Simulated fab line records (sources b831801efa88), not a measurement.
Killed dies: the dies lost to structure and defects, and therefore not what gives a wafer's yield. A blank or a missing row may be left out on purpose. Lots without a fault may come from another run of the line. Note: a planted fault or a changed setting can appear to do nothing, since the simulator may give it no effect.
What tool caused it? | flow sky130 | 6 lots, 18 wafers sampled, at 3 steps of a route of 708

WHAT THE GAUGES READ, wafer by wafer
SKY_RES_XHIGH_TW_MEAS_09.
lot  | measured     | on            | RES_XHIGH_TW
L580 | day 26 23:05 | film metro-03 | 1656 1655 1651
L588 | day 29 23:18 | film metro-02 | 30 1629 30
L594 | day 31 18:33 | film metro-03 | 1643 1646 1637
L597 | day 33 01:58 | film metro-02 | 1632 1629 1628
L599 | day 33 14:13 | film metro-04 | 1623 1621 1632
L601 | day 33 21:07 | film metro-04 | 1623 1626 1626

TOOL THAT RAN EACH LOT (tool first, then ch and the chambers of the sampled wafers, then the start)
lot  | SKY_LDD_HVP_STRIP_09                 | SKY_RES_XHIGH_DEVELOP_06
L580 | plasma asher-02 ch 0,1, day 21 21:46 | litho track-02 ch 0, day 26 22:41
L588 | plasma asher-03 ch 0,1, day 25 02:01 | litho track-02 ch 0, day 29 22:56
L594 | plasma asher-01 ch 0,1, day 26 21:48 | litho track-01 ch 0, day 31 18:10
L597 | plasma asher-01 ch 0,1, day 28 07:53 | litho track-01 ch 0, day 33 01:35
L599 | plasma asher-03 ch 0,1, day 28 21:42 | litho track-04 ch 0, day 33 13:50
L601 | plasma asher-01 ch 1, day 29 03:13   | litho track-04 ch 0, day 33 20:43
- SKY_LDD_HVP_STRIP_09: strips in O2/N2.
- SKY_RES_XHIGH_DEVELOP_06: develop time 60 s.

THE ANSWER, worked out from the rows above alone
Rule: usual is defined by the lots themselves. Put in order of their means at a reading, lots are off if they are a third of the lots or fewer, leave a main group of 4 or more, and stand apart from it by a gap of 3 or more times the standard deviation of the main group's means; of several such gaps the widest counts. The tables above print the reading to a certain number of digits; a main group whose means all agree to those digits is not used. Also off: a lot with no number at a reading for which 4 or more lots have one. The other lots that the step has rows for count as sound.
Off: L588, seen at SKY_RES_XHIGH_TW_MEAS_09 (RES_XHIGH_TW). The main group has a mean of 1635 with a standard deviation of 11.
If a tool, at a process step before that reading, ran all the lots that are off and no sound lot after the first of them, it fits. Those tools and the gauges at SKY_RES_XHIGH_TW_MEAS_09 are tried in the same way. One candidate fits, namely litho track-02 at SKY_RES_XHIGH_DEVELOP_06. A fault onset in the window from L580 (day 26 22:41, its last sound lot) to L588 (day 29 22:56, its first lot off) fits.

WHAT THE SIMULATOR PUT IN
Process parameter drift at SKY_RES_XHIGH_DEVELOP_06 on litho track-02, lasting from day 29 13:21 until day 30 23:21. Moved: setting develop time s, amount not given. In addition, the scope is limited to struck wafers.
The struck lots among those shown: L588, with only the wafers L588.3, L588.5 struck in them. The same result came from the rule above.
